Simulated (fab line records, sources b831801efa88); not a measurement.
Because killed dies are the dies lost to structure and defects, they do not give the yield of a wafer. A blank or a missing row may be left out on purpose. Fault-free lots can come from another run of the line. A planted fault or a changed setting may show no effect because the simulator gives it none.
Which of the tools did it? + flow sfq-line + 15 lots, 45 wafers sampled, at 4 steps of a route of 325

== WHAT THE GAUGES READ, wafer by wafer ==
SFQ_I7_OVL_MEAS_947. Usual: I7_OVL -4 nm, standard deviation 5.6.
| lot  | measured     | on         | I7_OVL (nm) | flag |
|------|--------------|------------|-------------|------|
| L816 | day 82 05:20 | overlay-02 | 4 7 -1      |      |
| L817 | day 82 08:57 | overlay-02 | -4 1 -2     |      |
| L818 | day 82 10:09 | overlay-02 | -14 -9 -17  |      |
| L819 | day 82 15:59 | overlay-02 | -1 2 4      |      |
| L820 | day 82 17:10 | overlay-02 | -5 -5 -9    |      |
| L821 | day 85 17:55 | overlay-02 | 1 -7 -4     |      |
| L822 | day 89 14:28 | overlay-02 | -11 -13 -11 |      |
| L829 | day 96 07:37 | overlay-01 | -6 -8 -5    |      |
| L830 | day 96 17:23 | overlay-02 | 3 -10 -3    |      |
| L831 | day 96 19:47 | overlay-02 | -1 -2 -3    |      |
| L832 | day 96 20:59 | overlay-01 | -7 -3 -4    |      |
| L833 | day 97 05:04 | overlay-01 | -3 -2 -1    |      |
| L836 | day 97 19:28 | overlay-02 | -12 -11 -13 |      |
| L837 | day 98 01:28 | overlay-01 | -3 -5 -4    |      |
| L838 | day 98 08:40 | overlay-01 | -8 -2 -4    |      |

== WHAT TOOL EACH LOT RAN ON (gives the tool, then ch and the chambers of the sampled wafers, and finally the start) ==
| lot  | SFQ_TRILAYER_I0_VIA_BARC_OPEN_VIA_ETCH_046 | SFQ_TRILAYER_I1_VIA_STRIP_STRIP_053 | SFQ_TRILAYER_I2_VIA_LITHO_PEB_070 |
|------|--------------------------------------------|-------------------------------------|-----------------------------------|
| L816 | rie-diel-01 ch 1,2,3, day 18 15:13         | rie-metal-01 ch 0,1, day 32 10:21   | litho-track-01 ch 0, day 45 08:34 |
| L817 | rie-diel-02 ch 1,2,3, day 18 18:49         | rie-metal-02 ch 0,1, day 32 20:17   | litho-track-04 ch 0, day 45 14:35 |
| L818 | rie-diel-01 ch 0,1,2, day 19 00:56         | rie-metal-04 ch 0, day 33 01:05     | litho-track-01 ch 0, day 45 20:35 |
| L819 | rie-diel-04 ch 0,1,3, day 19 18:29         | rie-metal-04 ch 1, day 33 08:33     | litho-track-02 ch 0, day 46 03:47 |
| L820 | rie-diel-04 ch 0,1,3, day 20 06:29         | rie-metal-02 ch 0,1, day 34 01:02   | litho-track-01 ch 0, day 46 16:54 |
| L821 | rie-diel-01 ch 0,2,3, day 21 06:29         | rie-metal-01 ch 0,1, day 34 19:02   | litho-track-02 ch 0, day 48 03:06 |
| L822 | rie-diel-01 ch 0,1,2, day 21 14:53         | rie-metal-04 ch 0,1, day 35 03:26   | litho-track-04 ch 0, day 48 10:18 |
| L829 | rie-diel-02 ch 0,1, day 24 05:25           | rie-metal-01 ch 0,1, day 38 04:29   | litho-track-02 ch 0, day 50 23:44 |
| L830 | rie-diel-02 ch 0,1,2, day 24 15:08         | rie-metal-04 ch 0,1, day 38 08:05   | litho-track-04 ch 0, day 51 03:22 |
| L831 | rie-diel-04 ch 1,2, day 25 06:52           | rie-metal-02 ch 0,1, day 38 15:17   | litho-track-04 ch 0, day 51 10:32 |
| L832 | rie-diel-01 ch 0,1, day 25 10:28           | rie-metal-01 ch 0,1, day 38 17:41   | litho-track-04 ch 0, day 51 11:44 |
| L833 | rie-diel-02 ch 0,1,2, day 25 18:52         | rie-metal-01 ch 0,1, day 39 09:36   | litho-track-01 ch 0, day 52 04:35 |
| L836 | rie-diel-04 ch 1,2,3, day 26 09:33         | rie-metal-01 ch 0,1, day 39 20:12   | litho-track-02 ch 0, day 52 20:17 |
| L837 | rie-diel-01 ch 0,1,2, day 27 05:38         | rie-metal-02 ch 0,1, day 41 05:29   | litho-track-02 ch 0, day 53 16:40 |
| L838 | rie-diel-02 ch 1,2, day 27 15:00           | rie-metal-02 ch 0,1, day 41 16:22   | litho-track-02 ch 0, day 54 02:16 |
- SFQ_TRILAYER_I0_VIA_BARC_OPEN_VIA_ETCH_046: etches BARC in O2, target depth 125 nm, time 41.7 s.
- SFQ_TRILAYER_I1_VIA_STRIP_STRIP_053: strips in O2.
- SFQ_TRILAYER_I2_VIA_LITHO_PEB_070: peb time 60 s.

== WHAT THE TOOLS THEMSELVES READ (means of the sampled wafers that have a number; where no wafer has one, the mark that the record gives instead) ==
SFQ_TRILAYER_I0_VIA_BARC_OPEN_VIA_ETCH_046. Usual: drypump-motor-current-A 5.8 A, standard deviation 0.41; oes-product-au 0.685 a.u., standard deviation 0.0049.
| lot  | tool        | drypump-motor-current-A (A) | oes-product-au (a.u.) | flag |
|------|-------------|-----------------------------|-----------------------|------|
| L816 | rie-diel-01 | 5.6                         | 0.687                 |      |
| L817 | rie-diel-02 | 5.8                         | 0.684                 |      |
| L818 | rie-diel-01 | 5.8                         | 0.678                 |      |
| L819 | rie-diel-04 | 6.0                         | 0.680                 |      |
| L820 | rie-diel-04 | 6.0                         | 0.683                 |      |
| L821 | rie-diel-01 | 5.5                         | 0.689                 |      |
| L822 | rie-diel-01 | 5.8                         | 0.689                 |      |
| L829 | rie-diel-02 | 6.0                         | 0.683                 |      |
| L830 | rie-diel-02 | 6.2                         | 0.688                 |      |
| L831 | rie-diel-04 | 5.7                         | 0.681                 |      |
| L832 | rie-diel-01 | 6.0                         | 0.688                 |      |
| L833 | rie-diel-02 | 6.1                         | 0.686                 |      |
| L836 | rie-diel-04 | 5.8                         | 0.684                 |      |
| L837 | rie-diel-01 | 5.8                         | 0.685                 |      |
| L838 | rie-diel-02 | 5.8                         | 0.692                 |      |

SFQ_TRILAYER_I1_VIA_STRIP_STRIP_053. Usual: drypump-motor-current-A 6.0 A, standard deviation 0.42; oes-product-au 1.004 a.u., standard deviation 0.0075.
| lot  | tool         | drypump-motor-current-A (A) | oes-product-au (a.u.) | flag |
|------|--------------|-----------------------------|-----------------------|------|
| L816 | rie-metal-01 | 5.7                         | 1.007                 |      |
| L817 | rie-metal-02 | 5.9                         | 1.003                 |      |
| L818 | rie-metal-04 | 6.7                         | 1.012                 |      |
| L819 | rie-metal-04 | 6.1                         | 0.993                 |      |
| L820 | rie-metal-02 | 5.8                         | 1.009                 |      |
| L821 | rie-metal-01 | 5.6                         | 0.993                 |      |
| L822 | rie-metal-04 | 6.5                         | 1.003                 |      |
| L829 | rie-metal-01 | 5.7                         | 1.003                 |      |
| L830 | rie-metal-04 | 6.3                         | 1.012                 |      |
| L831 | rie-metal-02 | 6.1                         | 1.009                 |      |
| L832 | rie-metal-01 | 5.8                         | 0.996                 |      |
| L833 | rie-metal-01 | 5.7                         | 1.005                 |      |
| L836 | rie-metal-01 | 5.7                         | 1.007                 |      |
| L837 | rie-metal-02 | 6.1                         | 1.010                 |      |
| L838 | rie-metal-02 | 5.9                         | 1.008                 |      |

SFQ_TRILAYER_I2_VIA_LITHO_PEB_070. Usual: heater-power-total-W 79.16 W, standard deviation 0.065; plate-temp-C 115.02 C, standard deviation 0.14.
| lot  | tool           | heater-power-total-W (W) | plate-temp-C (C) | flag |
|------|----------------|--------------------------|------------------|------|
| L816 | litho-track-01 | 79.19                    | 114.92           |      |
| L817 | litho-track-04 | 79.14                    | 114.91           |      |
| L818 | litho-track-01 | 79.18                    | 114.98           |      |
| L819 | litho-track-02 | 79.13                    | 114.98           |      |
| L820 | litho-track-01 | 79.17                    | 115.16           |      |
| L821 | litho-track-02 | 79.14                    | 115.04           |      |
| L822 | litho-track-04 | 79.18                    | 114.90           |      |
| L829 | litho-track-02 | 79.18                    | 115.08           |      |
| L830 | litho-track-04 | 77.62                    | 113.31           | OFF  |
| L831 | litho-track-04 | 77.64                    | 113.46           | OFF  |
| L832 | litho-track-04 | 77.64                    | 113.26           | OFF  |
| L833 | litho-track-01 | 79.12                    | 115.19           |      |
| L836 | litho-track-02 | 79.18                    | 115.25           |      |
| L837 | litho-track-02 | 79.15                    | 114.99           |      |
| L838 | litho-track-02 | 79.16                    | 115.20           |      |

== THE ANSWER, worked out from the rows above alone ==
Rule: take the mean of a lot's wafers that have a number; if it is more than 3 standard deviations from the usual mean, the lot is off. A lot without any number at a reading at which 4 lots or more have one is off too. Where the step has rows for the other lots, those lots are counted as sound. The gauges are gone through in route order, then the tools' own readings, and for those a lot's mean is taken as printed above. At the first step where some lot is off, the reading lying furthest off is the one used; lots without a number count as furthest.
Off at SFQ_TRILAYER_I2_VIA_LITHO_PEB_070 (heater-power-total-W): L830, L831, L832.
A tool fits if, at that step or a process step before it, it ran every lot that is off, and no sound lot after the first of them. One candidate fits, namely litho-track-04 at SFQ_TRILAYER_I2_VIA_LITHO_PEB_070. A fault onset in the window from L822 (day 48 10:18, its last sound lot) to L830 (day 51 03:22, its first lot off) fits.
The tool's own readings at SFQ_TRILAYER_I2_VIA_LITHO_PEB_070 bear it out: on the lots that are off they differ by more than 5 times the standard deviation of the sound lots' means. heater-power-total-W reads 77.63 W there against 79.16 W on the sound lots; plate-temp-C reads 113.34 C there against 115.05 C on the sound lots.

== WHAT THE SIMULATOR PUT IN ==
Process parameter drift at SFQ_TRILAYER_I2_VIA_LITHO_PEB_070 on litho-track-04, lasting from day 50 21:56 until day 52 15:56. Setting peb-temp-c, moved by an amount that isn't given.
Lots struck among those shown: L830, L831, L832. The rule given above showed the same thing.
